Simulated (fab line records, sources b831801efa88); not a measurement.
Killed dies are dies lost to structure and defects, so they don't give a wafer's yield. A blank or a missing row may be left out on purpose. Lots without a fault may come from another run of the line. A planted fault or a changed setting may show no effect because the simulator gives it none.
Which tool did it? | flow sky130 | 12 lots, 36 wafers sampled, at 2 steps of a route of 708

WHAT THE GAUGES READ, wafer by wafer
SKY_METAL3_OVL_MEAS_14.
lot  | measured     | on         | METAL3_OVL (nm)
L075 | day 39 14:46 | overlay-01 | -3 -3 -9
L076 | day 39 16:17 | overlay-01 | 6 6 4
L079 | day 41 09:56 | overlay-02 | 8 14 13
L081 | day 41 12:08 | overlay-01 | 3 8 13
L084 | day 41 18:32 | overlay-02 | -6 -7 -5
L085 | day 41 23:14 | overlay-01 | 4 9 3
L087 | day 42 09:44 | overlay-01 | -8 -3 1
L089 | day 42 20:05 | overlay-02 | 15 9 6
L091 | day 43 13:14 | overlay-02 | 5 1 3
L093 | day 44 06:38 | overlay-02 | 5 0 1
L095 | day 44 19:47 | overlay-02 | 1 0 5
L097 | day 45 04:02 | overlay-02 | 5 10 4

WHICH TOOL RAN EACH LOT (tool, then ch and the chambers of the sampled wafers, then the start)
lot  | SKY_VIA2_STRIP_16
L075 | plasma_asher-04 ch 0,1, day 37 09:26
L076 | plasma_asher-04 ch 0,1, day 37 11:46
L079 | plasma_asher-04 ch 0,1, day 39 06:59
L081 | plasma_asher-04 ch 0,1, day 39 08:35
L084 | plasma_asher-02 ch 1, day 39 16:17
L085 | plasma_asher-04 ch 0,1, day 39 20:05
L087 | plasma_asher-03 ch 0,1, day 40 06:35
L089 | plasma_asher-02 ch 0,1, day 40 18:50
L091 | plasma_asher-02 ch 0,1, day 41 13:32
L093 | plasma_asher-03 ch 0,1, day 42 07:56
L095 | plasma_asher-02 ch 0,1, day 42 19:53
L097 | plasma_asher-03 ch 0,1, day 43 05:17
- SKY_VIA2_STRIP_16: strips in O2/N2.

THE ANSWER, worked out from the rows above alone
Rule: what is usual is taken from the lots themselves. Put in order of their means at a reading, lots are off if they are a third of the lots or fewer, leave a main group of 4 or more, and stand apart from it by a gap of 3 or more times the standard deviation of the main group's means; of several such gaps the widest counts. A main group whose means are all the same, to the digits that the tables above print for the reading, isn't used. A lot without any number at a reading at which 4 lots or more have one is off too. The other lots that the step has rows for count as sound.
No lot is off at any reading shown: from this, nothing can be told.

WHAT THE SIMULATOR HAD PUT IN
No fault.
